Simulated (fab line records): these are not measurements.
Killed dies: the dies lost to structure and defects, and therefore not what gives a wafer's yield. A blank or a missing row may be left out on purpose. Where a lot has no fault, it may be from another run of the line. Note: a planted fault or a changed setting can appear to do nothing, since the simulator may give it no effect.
Which tool is to blame? / flow gf180mcu / 11 lots with 33 wafers sampled at 5 steps, on a route of 602 steps

== WHAT THE GAUGES READ, wafer by wafer ==
GF_V5_CD_MEAS_14: target cd 260 nm. Usual: cd-nm 260.3 nm, standard deviation 1.
lot=L468; measured=day 26 19:43; on=cd-sem-02; cd-nm (nm)=262.1 261.9 262.8; flag=
lot=L470; measured=day 27 08:19; on=cd-sem-01; cd-nm (nm)=261.2 260.1 260.5; flag=
lot=L471; measured=day 27 23:50; on=cd-sem-01; cd-nm (nm)=261.3 261.5 261.5; flag=
lot=L472; measured=day 28 01:21; on=cd-sem-01; cd-nm (nm)=259.9 258.9 259.0; flag=
lot=L476; measured=day 29 17:25; on=cd-sem-01; cd-nm (nm)=260.3 259.6 259.7; flag=
lot=L477; measured=day 30 04:20; on=cd-sem-01; cd-nm (nm)=260.7 260.4 259.9; flag=
lot=L481; measured=day 31 12:26; on=cd-sem-02; cd-nm (nm)=263.8 265.1 265.7; flag=OFF
lot=L483; measured=day 32 05:44; on=cd-sem-02; cd-nm (nm)=259.3 260.1 260.1; flag=
lot=L485; measured=day 32 16:32; on=cd-sem-01; cd-nm (nm)=264.3 262.9 263.5; flag=OFF
lot=L488; measured=day 33 02:29; on=cd-sem-01; cd-nm (nm)=262.0 262.3 261.6; flag=
lot=L491; measured=day 33 19:58; on=cd-sem-01; cd-nm (nm)=261.0 260.2 260.7; flag=

GF_V5_RS_MEAS_24: a four-point-probe measurement. Usual: V5_W_RS gives 0.3261 ohm/sq (standard deviation 0.0028).
lot=L468; measured=day 26 20:47; on=film-metro-03; V5_W_RS (ohm/sq)=0.3245 0.3261 0.3282; flag=
lot=L470; measured=day 27 09:23; on=film-metro-02; V5_W_RS (ohm/sq)=0.3243 0.3283 0.3228; flag=
lot=L471; measured=day 28 00:55; on=film-metro-04; V5_W_RS (ohm/sq)=0.3284 0.3264 0.3235; flag=
lot=L472; measured=day 28 02:31; on=film-metro-02; V5_W_RS (ohm/sq)=0.3270 0.3245 0.3230; flag=
lot=L476; measured=day 29 18:31; on=film-metro-04; V5_W_RS (ohm/sq)=0.3289 0.3297 0.3296; flag=
lot=L477; measured=day 30 05:23; on=film-metro-04; V5_W_RS (ohm/sq)=0.3278 0.3286 0.3275; flag=
lot=L481; measured=day 31 13:30; on=film-metro-02; V5_W_RS (ohm/sq)=0.3208 0.3203 0.3215; flag=
lot=L483; measured=day 32 06:47; on=film-metro-03; V5_W_RS (ohm/sq)=0.3266 0.3231 0.3221; flag=
lot=L485; measured=day 32 17:40; on=film-metro-03; V5_W_RS (ohm/sq)=0.3267 0.3268 0.3298; flag=
lot=L488; measured=day 33 03:32; on=film-metro-02; V5_W_RS (ohm/sq)=0.3266 0.3292 0.3254; flag=
lot=L491; measured=day 33 21:21; on=film-metro-02; V5_W_RS (ohm/sq)=0.3292 0.3258 0.3261; flag=

== WHAT TOOL EACH LOT RAN ON (gives the tool, then ch and the chambers of the sampled wafers, and finally the start) ==
lot=L468; GF_MIM_METAL_ETCH_19=rie-metal-01 ch 0,1, day 25 00:40; GF_M5_STRIP_11=plasma-asher-02 ch 0,1, day 25 22:01; GF_V5_EXPOSE_11=krf-scanner-02 ch 0, day 26 09:29
lot=L470; GF_MIM_METAL_ETCH_19=rie-metal-01 ch 0,1, day 25 12:43; GF_M5_STRIP_11=plasma-asher-02 ch 0,1, day 26 10:19; GF_V5_EXPOSE_11=krf-scanner-02 ch 0, day 26 22:35
lot=L471; GF_MIM_METAL_ETCH_19=rie-metal-01 ch 0,1, day 26 04:34; GF_M5_STRIP_11=plasma-asher-03 ch 0,1, day 27 02:25; GF_V5_EXPOSE_11=krf-scanner-01 ch 0, day 27 13:19
lot=L472; GF_MIM_METAL_ETCH_19=rie-metal-01 ch 0,1, day 26 07:17; GF_M5_STRIP_11=plasma-asher-03 ch 0,1, day 27 03:49; GF_V5_EXPOSE_11=krf-scanner-02 ch 0, day 27 15:10
lot=L476; GF_MIM_METAL_ETCH_19=rie-metal-04 ch 1, day 28 01:55; GF_M5_STRIP_11=plasma-asher-03 ch 0,1, day 28 21:19; GF_V5_EXPOSE_11=krf-scanner-02 ch 0, day 29 07:50
lot=L477; GF_MIM_METAL_ETCH_19=rie-metal-01 ch 0,1, day 28 12:55; GF_M5_STRIP_11=plasma-asher-01 ch 0,1, day 29 08:46; GF_V5_EXPOSE_11=krf-scanner-01 ch 0, day 29 19:34
lot=L481; GF_MIM_METAL_ETCH_19=rie-metal-04 ch 0,1, day 29 22:31; GF_M5_STRIP_11=plasma-asher-02 ch 0,1, day 30 17:10; GF_V5_EXPOSE_11=krf-scanner-02 ch 0, day 31 03:42
lot=L483; GF_MIM_METAL_ETCH_19=rie-metal-04 ch 0,1, day 30 17:28; GF_M5_STRIP_11=plasma-asher-03 ch 0,1, day 31 11:40; GF_V5_EXPOSE_11=krf-scanner-01 ch 0, day 31 21:26
lot=L485; GF_MIM_METAL_ETCH_19=rie-metal-03 ch 0,1, day 31 05:13; GF_M5_STRIP_11=plasma-asher-03 ch 0,1, day 31 22:25; GF_V5_EXPOSE_11=krf-scanner-02 ch 0, day 32 08:20
lot=L488; GF_MIM_METAL_ETCH_19=rie-metal-04 ch 0,1, day 31 15:28; GF_M5_STRIP_11=plasma-asher-02 ch 0,1, day 32 09:01; GF_V5_EXPOSE_11=krf-scanner-01 ch 0, day 32 18:27
lot=L491; GF_MIM_METAL_ETCH_19=rie-metal-01 ch 0,1, day 32 09:40; GF_M5_STRIP_11=plasma-asher-02 ch 0,1, day 33 03:15; GF_V5_EXPOSE_11=krf-scanner-01 ch 0, day 33 12:14
- GF_MIM_METAL_ETCH_19: etches the open film in Cl2/BCl3, stops on Si3N4, target depth 324.5 nm, time 54.1 s.
- GF_M5_STRIP_11: strips in O2/N2.
- GF_V5_EXPOSE_11: exposes mask Via5, target cd 260 nm.

== WHAT THE TOOLS THEMSELVES READ (means of the sampled wafers that have a number; where no wafer has one, the mark that the record gives instead) ==
GF_MIM_METAL_ETCH_19. Usual: bias-w 140.0 W, standard deviation 0.44; drypump-motor-current-A 6.02 A, standard deviation 0.23; oes-product-au 0.940 a.u., standard deviation 0.0063; throttle-valve-pct 28.286 %, standard deviation 0.0094.
lot=L468; tool=rie-metal-01; bias-w (W)=140.1; drypump-motor-current-A (A)=5.99; oes-product-au (a.u.)=0.939; throttle-valve-pct (%)=28.291; flag=
lot=L470; tool=rie-metal-01; bias-w (W)=139.8; drypump-motor-current-A (A)=6.03; oes-product-au (a.u.)=0.938; throttle-valve-pct (%)=28.287; flag=
lot=L471; tool=rie-metal-01; bias-w (W)=139.9; drypump-motor-current-A (A)=6.04; oes-product-au (a.u.)=0.933; throttle-valve-pct (%)=28.289; flag=
lot=L472; tool=rie-metal-01; bias-w (W)=140.2; drypump-motor-current-A (A)=6.02; oes-product-au (a.u.)=0.938; throttle-valve-pct (%)=28.278; flag=
lot=L476; tool=rie-metal-04; bias-w (W)=140.5; drypump-motor-current-A (A)=6.33; oes-product-au (a.u.)=0.946; throttle-valve-pct (%)=28.289; flag=
lot=L477; tool=rie-metal-01; bias-w (W)=139.8; drypump-motor-current-A (A)=6.04; oes-product-au (a.u.)=0.937; throttle-valve-pct (%)=28.290; flag=
lot=L481; tool=rie-metal-04; bias-w (W)=139.6; drypump-motor-current-A (A)=5.92; oes-product-au (a.u.)=0.946; throttle-valve-pct (%)=28.275; flag=
lot=L483; tool=rie-metal-04; bias-w (W)=140.4; drypump-motor-current-A (A)=6.12; oes-product-au (a.u.)=0.938; throttle-valve-pct (%)=28.296; flag=
lot=L485; tool=rie-metal-03; bias-w (W)=140.1; drypump-motor-current-A (A)=6.18; oes-product-au (a.u.)=0.939; throttle-valve-pct (%)=28.288; flag=
lot=L488; tool=rie-metal-04; bias-w (W)=139.9; drypump-motor-current-A (A)=5.91; oes-product-au (a.u.)=0.945; throttle-valve-pct (%)=28.286; flag=
lot=L491; tool=rie-metal-01; bias-w (W)=140.0; drypump-motor-current-A (A)=5.99; oes-product-au (a.u.)=0.943; throttle-valve-pct (%)=28.276; flag=

GF_M5_STRIP_11. Usual: drypump-motor-current-A 5.6 A, standard deviation 0.42; heater-power-w 339 W, standard deviation 21; oes-product-au 0.522 a.u., standard deviation 0.0054; strip-time-to-endpoint-s 7.02 s, standard deviation 0.057.
lot=L468; tool=plasma-asher-02; drypump-motor-current-A (A)=5.3; heater-power-w (W)=335; oes-product-au (a.u.)=0.521; strip-time-to-endpoint-s (s)=7.04; flag=
lot=L470; tool=plasma-asher-02; drypump-motor-current-A (A)=5.1; heater-power-w (W)=323; oes-product-au (a.u.)=0.525; strip-time-to-endpoint-s (s)=7.03; flag=
lot=L471; tool=plasma-asher-03; drypump-motor-current-A (A)=6.0; heater-power-w (W)=344; oes-product-au (a.u.)=0.522; strip-time-to-endpoint-s (s)=7.01; flag=
lot=L472; tool=plasma-asher-03; drypump-motor-current-A (A)=6.0; heater-power-w (W)=346; oes-product-au (a.u.)=0.526; strip-time-to-endpoint-s (s)=7.06; flag=
lot=L476; tool=plasma-asher-03; drypump-motor-current-A (A)=6.0; heater-power-w (W)=342; oes-product-au (a.u.)=0.523; strip-time-to-endpoint-s (s)=7.00; flag=
lot=L477; tool=plasma-asher-01; drypump-motor-current-A (A)=5.4; heater-power-w (W)=344; oes-product-au (a.u.)=0.524; strip-time-to-endpoint-s (s)=6.97; flag=
lot=L481; tool=plasma-asher-02; drypump-motor-current-A (A)=5.3; heater-power-w (W)=337; oes-product-au (a.u.)=0.529; strip-time-to-endpoint-s (s)=6.99; flag=
lot=L483; tool=plasma-asher-03; drypump-motor-current-A (A)=5.9; heater-power-w (W)=336; oes-product-au (a.u.)=0.517; strip-time-to-endpoint-s (s)=6.99; flag=
lot=L485; tool=plasma-asher-03; drypump-motor-current-A (A)=6.0; heater-power-w (W)=348; oes-product-au (a.u.)=0.526; strip-time-to-endpoint-s (s)=7.02; flag=
lot=L488; tool=plasma-asher-02; drypump-motor-current-A (A)=5.3; heater-power-w (W)=336; oes-product-au (a.u.)=0.523; strip-time-to-endpoint-s (s)=7.00; flag=
lot=L491; tool=plasma-asher-02; drypump-motor-current-A (A)=5.3; heater-power-w (W)=334; oes-product-au (a.u.)=0.525; strip-time-to-endpoint-s (s)=7.10; flag=

GF_V5_EXPOSE_11. Usual: exposure-dose-mJ-cm2 38.01, standard deviation 0.038.
lot=L468 tool=krf-scanner-02 exposure-dose-mJ-cm2=38.00 flag=
lot=L470 tool=krf-scanner-02 exposure-dose-mJ-cm2=38.00 flag=
lot=L471 tool=krf-scanner-01 exposure-dose-mJ-cm2=38.01 flag=
lot=L472 tool=krf-scanner-02 exposure-dose-mJ-cm2=38.06 flag=
lot=L476 tool=krf-scanner-02 exposure-dose-mJ-cm2=38.06 flag=
lot=L477 tool=krf-scanner-01 exposure-dose-mJ-cm2=38.03 flag=
lot=L481 tool=krf-scanner-02 exposure-dose-mJ-cm2=39.09 flag=OFF
lot=L483 tool=krf-scanner-01 exposure-dose-mJ-cm2=38.02 flag=
lot=L485 tool=krf-scanner-02 exposure-dose-mJ-cm2=38.83 flag=OFF
lot=L488 tool=krf-scanner-01 exposure-dose-mJ-cm2=37.96 flag=
lot=L491 tool=krf-scanner-01 exposure-dose-mJ-cm2=38.00 flag=

== THE ANSWER, worked out from the rows above alone ==
Rule: a lot counts as off when the mean over its wafers that have a number is more than 3 standard deviations away from the usual mean. A lot without any number at a reading at which 4 lots or more have one is off too. Any other lot the step has rows for is counted as sound. After the gauges, taken in route order, come the tools' own readings; for these a lot's mean is taken, as printed above. The first step at which some lot is off is used, and at that step the reading that is off furthest; a lot without a number counts as furthest.
Off: L481, L485, at GF_V5_CD_MEAS_14 (cd-nm).
A tool fits if, at a process step before that reading, it ran every lot that is off, and no sound lot after the first of them. The gauges at GF_V5_CD_MEAS_14 aren't tried: what is off there is off at GF_V5_EXPOSE_11 too, on other tools, and a gauge's error can't cause that. One fits: GF_V5_EXPOSE_11 on krf-scanner-02. A fault onset in the window from L476 (day 29 07:50, its last sound lot) to L481 (day 31 03:42, its first lot off) fits.
The tool's own readings at GF_V5_EXPOSE_11 bear it out: on the lots that are off they differ by more than 5 times the standard deviation of the sound lots' means. exposure-dose-mJ-cm2 reads 38.96 there against 38.02 on the sound lots.

== WHAT WAS PUT IN BY THE SIMULATOR ==
Process parameter drift: krf-scanner-02, from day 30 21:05 on, at GF_V5_EXPOSE_11. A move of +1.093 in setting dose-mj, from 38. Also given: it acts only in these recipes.
Shown lots that were struck: L481, L485. The rule above reached the same finding.
